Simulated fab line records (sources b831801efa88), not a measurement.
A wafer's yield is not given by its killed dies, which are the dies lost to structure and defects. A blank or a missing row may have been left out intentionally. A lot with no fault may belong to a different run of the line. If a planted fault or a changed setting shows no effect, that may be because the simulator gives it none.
fab line records -- flow gf180mcu
[record] lots = 11, wafers = 33, lastDay = 34
route steps=602 shown HV_LDD@207 NSD@243 PSD@257 SAB@273
lots that met no fault: from a run of the same line without faults
startH: hours from the record's first day to the start of the lot's first wafer shown -- waitH: how many hours have passed since the lot's step before this one -- " same as the row above -- L1.1+2: a row that stands for several wafers -- - no value, or no start was given -- * or withheld: withheld -- < > ~ a bound
route shown NAME@n: a module of which the file shows steps, and the number in the route of the first -- usual: mean/standard deviation taken from wafers without a fault -- same: alike in all rows -- chamber/n: place in a boat -- sites: the reading at each site -- _std_site: how widely they spread, as a standard deviation -- _edge_site: outer sites' mean less inner sites' -- radiusMm: how far each site lies from the wafer's centre -- mask NAME#n: copy n -- behind: the most recent tool/chamber to have shaped the wafer -- hold: what put the lot on hold/how long, in hours/how the hold closed -- device: which transistor (n, p or np) failed to switch -- end of line: tests run on the same wafers once the route is complete -- a step without rows: its recipe alone -- killed: dies that structure and defects cost at the first sort, which is not the same as the wafer's yield -- map: the dies of a wafer, with x for killed, . for not killed, _ for no die there
set.NAME: setting as actually run; set.NAME@STEP: the setting as run at that earlier step -- model.NAME: the simulator's own value behind a step, which no gauge read
a sample of lots followed through the steps of the route, with each step as a table and each wafer as a row
services: when a tool's chamber went out of use (startH, in hours from the record's first day, below 0 if earlier), for how many hours, and the reason
[[steps]]
[step GF_HV_LDD_CD_MEAS_31]
[recipe] targetCdNm = 400
[usual] cdNm = 400.0/2.1
lot.wafer,tool,chamber,startH,waitH,cdNm
L810.2,cdSem-01,-,252.98,0.1,398.5
L810.3,cdSem-01,-,252.98,0.1,397.6
L810.5,cdSem-01,-,252.98,0.1,398.8
L813.1,cdSem-02,-,284.20,0.1,400.7
L813.2,cdSem-02,-,284.20,0.1,400.0
L813.6,cdSem-02,-,284.20,0.1,396.6
L815.3,cdSem-01,-,287.94,0.1,401.3
L815.4,cdSem-01,-,287.94,0.1,401.4
L815.6,cdSem-01,-,287.94,0.1,401.6
L816.1,cdSem-01,-,297.46,0.1,399.8
L816.2,cdSem-01,-,297.46,0.1,400.1
L816.6,cdSem-01,-,297.46,0.1,399.1
L818.2,cdSem-02,-,315.18,0.1,402.4
L818.4,cdSem-02,-,315.18,0.1,402.5
L818.6,cdSem-02,-,315.18,0.1,399.9
L823.1,cdSem-01,-,362.73,0.1,400.8
L823.4,cdSem-01,-,362.73,0.1,400.3
L823.6,cdSem-01,-,362.73,0.1,398.4
L824.2,cdSem-01,-,365.68,0.1,400.3
L824.4,cdSem-01,-,365.68,0.1,398.1
L824.5,cdSem-01,-,365.68,0.1,401.5
L825.1,cdSem-02,-,370.88,0.1,398.4
L825.2,cdSem-02,-,370.88,0.1,398.3
L825.4,cdSem-02,-,370.88,0.1,397.7
L828.2,cdSem-02,-,392.15,0.1,396.4
L828.4,cdSem-02,-,392.15,0.1,395.5
L828.6,cdSem-02,-,392.15,0.1,397.4
L829.2,cdSem-02,-,399.47,0.1,400.0
L829.5,cdSem-02,-,399.47,0.1,400.7
L829.6,cdSem-02,-,399.47,0.1,400.9
L833.2,cdSem-02,-,438.60,0.1,398.8
L833.3,cdSem-02,-,438.60,0.1,396.9
L833.4,cdSem-02,-,438.60,0.1,397.2
[step GF_NSD_OVL_MEAS_08]
[usual] NSD_OVL = -0.8/1.4
lot.wafer,tool,chamber,startH,waitH,NSD_OVL[nm]
L810.2,overlay-01,-,296.31,0.1,-0.5
L810.3,overlay-01,-,296.31,0.1,0.2
L810.5,overlay-01,-,296.31,0.1,-1.7
L813.1,overlay-02,-,329.15,0.1,-1.3
L813.2,overlay-02,-,329.15,0.1,-3.4
L813.6,overlay-02,-,329.15,0.1,-1.5
L815.3,overlay-02,-,332.47,0.1,-0.3
L815.4,overlay-02,-,332.47,0.1,-0.4
L815.6,overlay-02,-,332.47,0.1,-1.0
L816.1,overlay-02,-,344.00,0.1,-0.7
L816.2,overlay-02,-,344.00,0.1,-2.7
L816.6,overlay-02,-,344.00,0.1,0.1
L818.2,overlay-02,-,362.04,0.1,-2.8
L818.4,overlay-02,-,362.04,0.1,-3.9
L818.6,overlay-02,-,362.04,0.1,-2.3
L823.1,overlay-02,-,414.78,0.1,0.5
L823.4,overlay-02,-,414.78,0.1,0.3
L823.6,overlay-02,-,414.78,0.1,-1.0
L824.2,overlay-02,-,415.95,0.1,-0.4
L824.4,overlay-02,-,415.95,0.1,0.3
L824.5,overlay-02,-,415.95,0.1,-0.5
L825.1,overlay-01,-,421.90,0.1,-0.9
L825.2,overlay-01,-,421.90,0.1,1.4
L825.4,overlay-01,-,421.90,0.1,1.0
L828.2,overlay-01,-,443.64,0.1,-0.1
L828.4,overlay-01,-,443.64,0.1,-1.0
L828.6,overlay-01,-,443.64,0.1,-0.2
L829.2,overlay-01,-,451.80,0.1,0.2
L829.5,overlay-01,-,451.80,0.1,-0.8
L829.6,overlay-01,-,451.80,0.1,-3.7
L833.2,overlay-01,-,491.56,0.1,-2.2
L833.3,overlay-01,-,491.56,0.1,-0.4
L833.4,overlay-01,-,491.56,0.1,-1.3
[step GF_PSD_IMPLANT_09]
[recipe] species = BF2, energyKev = 40, doseCm2 = 1.5e+15, tiltDeg = 7
[usual] doseIonsCm2 = 1.5001e+15/1.6e+12, faradayCurrentUA = 8236/150
lot.wafer,tool,chamber,startH,waitH,doseIonsCm2,faradayCurrentUA
L810.2,implanter-04,0,316.88,0.0,1.499e+15,8381
L810.3,implanter-04,0,316.88,0.0,1.5e+15,8288
L810.5,implanter-04,0,316.88,0.0,1.5013e+15,8403
L813.1,implanter-04,0,351.84,0.0,1.501e+15,8194
L813.2,implanter-04,0,351.84,0.0,1.5006e+15,8327
L813.6,implanter-04,0,351.84,0.0,1.5007e+15,8358
L815.3,implanter-04,0,353.48,0.1,1.4994e+15,8409
L815.4,implanter-04,0,353.48,0.1,1.4983e+15,8298
L815.6,implanter-04,0,353.48,0.1,1.5006e+15,8337
L816.1,implanter-04,0,366.71,0.0,1.3701e+15,7630
L816.2,implanter-04,0,366.71,0.0,1.3728e+15,7731
L816.6,implanter-04,0,366.71,0.0,1.3695e+15,7371
L818.2,implanter-04,0,385.96,0.0,1.3707e+15,7489
L818.4,implanter-04,0,385.96,0.0,1.3693e+15,7249
L818.6,implanter-04,0,385.96,0.0,1.3736e+15,7442
L823.1,implanter-03,0,439.41,0.0,1.5001e+15,8245
L823.4,implanter-03,0,439.41,0.0,1.5018e+15,8294
L823.6,implanter-03,0,439.41,0.0,1.497e+15,8220
L824.2,implanter-02,0,440.76,0.0,1.5029e+15,8331
L824.4,implanter-02,0,440.76,0.0,1.5016e+15,8283
L824.5,implanter-02,0,440.76,0.0,1.5006e+15,8273
L825.1,implanter-02,0,446.49,0.0,1.5027e+15,8410
L825.2,implanter-02,0,446.49,0.0,1.4995e+15,8149
L825.4,implanter-02,0,446.49,0.0,1.5002e+15,8558
L828.2,implanter-04,0,468.48,0.0,1.4995e+15,8165
L828.4,implanter-04,0,468.48,0.0,1.501e+15,8051
L828.6,implanter-04,0,468.48,0.0,1.5027e+15,8287
L829.2,implanter-04,0,476.33,0.0,1.5009e+15,8393
L829.5,implanter-04,0,476.33,0.0,1.4988e+15,7947
L829.6,implanter-04,0,476.33,0.0,1.5008e+15,8475
L833.2,implanter-02,0,514.88,0.0,1.5012e+15,8456
L833.3,implanter-02,0,514.88,0.0,1.4996e+15,8176
L833.4,implanter-02,0,514.88,0.0,1.4988e+15,8181
[step GF_PSD_STRIP_10]
[recipe] chemistry = O2/N2, powerW = 1400, pressureMtorr = 1500, platenTempC = 250, o2FlowSccm = 3000, n2FlowSccm = 300, overashFraction = 0.5
[usual] drypumpMotorCurrentA = 5.5/0.45, heaterPowerW = 323/13, oesProductAu = 0.592/0.0042, stripTimeToEndpointS = 16.54/0.033
[same] overashFraction = 0.5
lot.wafer,tool,chamber,startH,waitH,drypumpMotorCurrentA,heaterPowerW,oesProductAu,rfHoursCounterH,stripTimeToEndpointS
L810.2,plasmaAsher-04,1,317.01,0.1,4.8,307,0.589,64,16.53
L810.3,plasmaAsher-04,0,317.01,0.1,5.6,319,0.590,-,16.60
L810.5,plasmaAsher-04,1,317.01,0.1,4.8,303,0.592,-,16.58
L813.1,plasmaAsher-03,0,351.99,0.1,6.1,323,0.594,55,16.57
L813.2,plasmaAsher-03,1,351.99,0.1,5.5,340,0.592,55,16.59
L813.6,plasmaAsher-03,1,351.99,0.1,5.5,340,0.591,-,16.56
L815.3,plasmaAsher-03,1,353.62,0.1,5.4,343,0.592,-,16.53
L815.4,plasmaAsher-03,0,353.62,0.1,6.1,322,0.588,-,16.53
L815.6,plasmaAsher-03,1,353.62,0.1,5.5,344,0.592,-,16.55
L816.1,plasmaAsher-04,1,366.86,0.1,4.8,308,0.597,69,16.29
L816.2,plasmaAsher-04,0,366.86,0.1,5.5,324,0.599,69,16.26
L816.6,plasmaAsher-04,1,366.86,0.1,4.8,311,0.603,-,16.26
L818.2,plasmaAsher-04,1,386.08,0.1,4.8,301,0.591,71,16.22
L818.4,plasmaAsher-04,0,386.08,0.1,5.5,319,0.603,-,16.22
L818.6,plasmaAsher-04,0,386.08,0.1,5.6,325,0.593,-,16.21
L823.1,plasmaAsher-04,0,439.56,0.1,5.5,316,0.589,77,16.59
L823.4,plasmaAsher-04,0,439.56,0.1,5.5,328,0.585,-,16.55
L823.6,plasmaAsher-04,0,439.56,0.1,5.5,326,0.595,-,16.61
L824.2,plasmaAsher-04,1,440.88,0.1,4.8,303,0.589,77,16.55
L824.4,plasmaAsher-04,0,440.88,0.1,5.6,320,0.580,-,16.57
L824.5,plasmaAsher-04,0,440.88,0.1,5.5,321,0.590,-,16.57
L825.1,plasmaAsher-04,1,446.64,0.1,4.8,308,0.591,78,16.51
L825.2,plasmaAsher-04,0,446.64,0.1,5.5,322,0.587,78,16.62
L825.4,plasmaAsher-04,0,446.64,0.1,5.5,321,0.591,-,16.55
L828.2,plasmaAsher-04,1,468.61,0.1,4.8,313,0.592,80,16.52
L828.4,plasmaAsher-04,0,468.61,0.1,5.5,325,0.589,-,16.52
L828.6,plasmaAsher-04,0,468.61,0.1,5.5,317,0.591,-,16.54
L829.2,plasmaAsher-03,1,476.46,0.1,5.5,341,0.590,66,16.53
L829.5,plasmaAsher-03,0,476.46,0.1,6.1,322,0.599,-,16.55
L829.6,plasmaAsher-03,1,476.46,0.1,5.5,342,0.588,-,16.58
L833.2,plasmaAsher-03,1,515.00,0.1,5.5,337,0.595,70,16.57
L833.3,plasmaAsher-03,0,515.00,0.1,6.1,321,0.592,-,16.58
L833.4,plasmaAsher-03,1,515.00,0.1,5.5,339,0.590,-,16.60
[step GF_PSD_TW_MEAS_11]
[usual] PSD_TW = 3178/15
lot.wafer,tool,chamber,startH,waitH,hold,PSD_TW
L810.2,filmMetro-01,-,317.12,0.1,-,3196
L810.3,filmMetro-01,-,317.12,0.1,-,3176
L810.5,filmMetro-01,-,317.12,0.1,-,3173
L813.1,filmMetro-02,-,352.09,0.1,-,3173
L813.2,filmMetro-02,-,352.09,0.1,-,3169
L813.6,filmMetro-02,-,352.09,0.1,-,3173
L815.3,filmMetro-01,-,353.70,0.1,-,3186
L815.4,filmMetro-01,-,353.70,0.1,-,3181
L815.6,filmMetro-01,-,353.70,0.1,-,3171
L816.1,filmMetro-01,-,366.96,0.1,awaitDispo/0.2h/release,3097
L816.2,filmMetro-01,-,366.96,0.1,awaitDispo/0.2h/release,3085
L816.6,filmMetro-01,-,366.96,0.1,awaitDispo/0.2h/release,3096
L816.1,filmMetro-01,-,367.27,0.3,-,3097
L816.2,filmMetro-01,-,367.27,0.3,-,3107
L816.6,filmMetro-01,-,367.27,0.3,-,3111
L818.2,filmMetro-03,-,386.19,0.1,-,3164
L818.4,filmMetro-03,-,386.19,0.1,-,3141
L818.6,filmMetro-03,-,386.19,0.1,-,3140
L823.1,filmMetro-01,-,439.66,0.1,-,3184
L823.4,filmMetro-01,-,439.66,0.1,-,3181
L823.6,filmMetro-01,-,439.66,0.1,-,3181
L824.2,filmMetro-01,-,440.99,0.1,-,3172
L824.4,filmMetro-01,-,440.99,0.1,-,3196
L824.5,filmMetro-01,-,440.99,0.1,-,3186
L825.1,filmMetro-02,-,446.74,0.1,-,3172
L825.2,filmMetro-02,-,446.74,0.1,-,3161
L825.4,filmMetro-02,-,446.74,0.1,-,3178
L828.2,filmMetro-02,-,468.72,0.1,-,3148
L828.4,filmMetro-02,-,468.72,0.1,-,3176
L828.6,filmMetro-02,-,468.72,0.1,-,3158
L829.2,filmMetro-01,-,476.57,0.1,-,3185
L829.5,filmMetro-01,-,476.57,0.1,-,3179
L829.6,filmMetro-01,-,476.57,0.1,-,3191
L833.2,filmMetro-01,-,515.11,0.1,-,3174
L833.3,filmMetro-01,-,515.11,0.1,-,3194
L833.4,filmMetro-01,-,515.11,0.1,-,3188
[step GF_PSD_RS_MEAS_15]
[recipe] thkMeasGauge = four-point-probe
[usual] PSD_RS = 108.66/0.27
lot.wafer,tool,chamber,startH,waitH,hold,PSD_RS[ohm/sq]
L810.2,filmMetro-02,-,317.44,0.1,-,108.74
L810.3,filmMetro-02,-,317.44,0.1,-,108.65
L810.5,filmMetro-02,-,317.44,0.1,-,108.83
L813.1,filmMetro-02,-,352.41,0.1,-,108.12
L813.2,filmMetro-02,-,352.41,0.1,-,108.27
L813.6,filmMetro-02,-,352.41,0.1,-,108.44
L815.3,filmMetro-02,-,354.04,0.1,-,108.26
L815.4,filmMetro-02,-,354.04,0.1,-,108.63
L815.6,filmMetro-02,-,354.04,0.1,-,108.62
L816.1,filmMetro-01,-,371.98,0.3,awaitDispo/0.2h/release,111.57
L816.2,filmMetro-01,-,371.98,0.3,awaitDispo/0.2h/release,111.62
L816.6,filmMetro-01,-,371.98,0.3,awaitDispo/0.2h/release,111.82
L816.1,filmMetro-01,-,372.27,0.3,-,111.72
L816.2,filmMetro-01,-,372.27,0.3,-,111.59
L816.6,filmMetro-01,-,372.27,0.3,-,111.96
L818.2,filmMetro-03,-,386.52,0.1,awaitDispo/0.2h/release,112.29
L818.4,filmMetro-03,-,386.52,0.1,awaitDispo/0.2h/release,112.13
L818.6,filmMetro-03,-,386.52,0.1,awaitDispo/0.2h/release,112.03
L818.2,filmMetro-03,-,386.98,0.4,-,112.16
L818.4,filmMetro-03,-,386.98,0.4,-,112.23
L818.6,filmMetro-03,-,386.98,0.4,-,112.36
L823.1,filmMetro-02,-,439.97,0.1,-,108.37
L823.4,filmMetro-02,-,439.97,0.1,-,108.68
L823.6,filmMetro-02,-,439.97,0.1,-,108.64
L824.2,filmMetro-03,-,441.31,0.1,-,109.14
L824.4,filmMetro-03,-,441.31,0.1,-,108.81
L824.5,filmMetro-03,-,441.31,0.1,-,108.62
L825.1,filmMetro-03,-,447.10,0.1,-,109.23
L825.2,filmMetro-03,-,447.10,0.1,-,109.10
L825.4,filmMetro-03,-,447.10,0.1,-,108.91
L828.2,filmMetro-01,-,469.04,0.1,-,108.74
L828.4,filmMetro-01,-,469.04,0.1,-,108.40
L828.6,filmMetro-01,-,469.04,0.1,-,108.65
L829.2,filmMetro-01,-,476.89,0.1,-,108.44
L829.5,filmMetro-01,-,476.89,0.1,-,108.70
L829.6,filmMetro-01,-,476.89,0.1,-,108.73
L833.2,filmMetro-01,-,515.44,0.1,-,108.84
L833.3,filmMetro-01,-,515.44,0.1,-,108.98
L833.4,filmMetro-01,-,515.44,0.1,-,109.13
[step GF_SAB_CD_MEAS_09]
[recipe] targetCdNm = 420
[usual] cdNm = 420.6/2.2
lot.wafer,tool,chamber,startH,waitH,cdNm
L810.2,cdSem-01,-,338.25,0.1,418.7
L810.3,cdSem-01,-,338.25,0.1,413.9
L810.5,cdSem-01,-,338.25,0.1,416.6
L813.1,cdSem-01,-,374.53,0.1,418.1
L813.2,cdSem-01,-,374.53,0.1,417.9
L813.6,cdSem-01,-,374.53,0.1,419.6
L815.3,cdSem-02,-,376.25,0.1,420.5
L815.4,cdSem-02,-,376.25,0.1,422.6
L815.6,cdSem-02,-,376.25,0.1,422.2
L816.1,cdSem-02,-,390.05,0.1,420.9
L816.2,cdSem-02,-,390.05,0.1,419.6
L816.6,cdSem-02,-,390.05,0.1,420.9
L818.2,cdSem-02,-,410.02,0.1,423.7
L818.4,cdSem-02,-,410.02,0.1,423.1
L818.6,cdSem-02,-,410.02,0.1,424.1
L823.1,cdSem-02,-,463.78,0.1,421.5
L823.4,cdSem-02,-,463.78,0.1,420.1
L823.6,cdSem-02,-,463.78,0.1,421.6
L824.2,cdSem-02,-,464.87,0.2,422.4
L824.4,cdSem-02,-,464.87,0.2,421.2
L824.5,cdSem-02,-,464.87,0.2,419.4
L825.1,cdSem-02,-,471.01,0.1,417.6
L825.2,cdSem-02,-,471.01,0.1,417.6
L825.4,cdSem-02,-,471.01,0.1,418.1
L828.2,cdSem-02,-,492.70,0.1,419.7
L828.4,cdSem-02,-,492.70,0.1,420.8
L828.6,cdSem-02,-,492.70,0.1,421.5
L829.2,cdSem-01,-,500.55,0.1,421.0
L829.5,cdSem-01,-,500.55,0.1,425.3
L829.6,cdSem-01,-,500.55,0.1,422.5
L833.2,cdSem-02,-,538.13,0.1,419.6
L833.3,cdSem-02,-,538.13,0.1,421.7
L833.4,cdSem-02,-,538.13,0.1,421.1
[[services]]
tool,chamber,startH,hours,kind
implanter-03,-,293.82,6.2,repair
implanter-02,-,318.21,1.4,repair
implanter-03,-,345.48,4.1,pm
plasmaAsher-04,-,349.75,4.3,pm
implanter-03,-,352.72,2.9,repair
plasmaAsher-03,-,385.95,3.8,repair
plasmaAsher-03,-,403.18,14.6,pm
implanter-02,-,407.14,0.7,repair
implanter-04,-,413.88,28.0,pm
implanter-02,-,419.27,0.5,repair
implanter-04,-,452.80,6.3,repair
plasmaAsher-03,-,455.68,0.6,repair
implanter-02,-,468.08,11.3,repair
implanter-02,-,486.53,4.6,pm
implanter-03,-,492.87,1.2,repair
[[key]]
[firstSign] step = GF_PSD_IMPLANT_09, reading = doseIonsCm2, direction = down, sigmas = 83, usual = 1.5001e+15, struck = 1.371e+15
[effect] step = GF_PSD_IMPLANT_09, reading = faradayCurrentUA, direction = down, sigmas = 5, usual = 8236, struck = 7485
[effect] step = GF_PSD_STRIP_10, reading = stripTimeToEndpointS, direction = down, sigmas = 9, usual = *, struck = *
[effect] step = GF_PSD_TW_MEAS_11, reading = visit, direction = added
[effect] step = GF_PSD_RS_MEAS_15, reading = visit, direction = added
[effect] step = GF_PSD_RS_MEAS_15, reading = PSD_RS, direction = up, sigmas = 12, usual = 108.66, struck = 111.91
metAt GF_PSD_IMPLANT_09
struckLots L816,L818
testerLeftOut L816,L818
notActingAt GF_HV_LDD_CD_MEAS_31,GF_NSD_OVL_MEAS_08,GF_SAB_CD_MEAS_09
onsetBetween 353.48 366.71
[fault] kind = processParameterDrift, tool = implanter-04, chamber = -, onsetH = 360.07, steps = GF_PSD_IMPLANT_09, channel = doseCm2, offset = -1.2961e+14, shape = step, endH = 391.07, actsIn = theseRecipesOnly, stated = 1.5e+15
// testerLeftOut: of these lots the tester's yield and bins aren't shown, on N5 and GAA mostly nor the transistor test; their killed dies are dies lost to structure and defects alone, not to doping, threshold or leakage, so they don't give the yield
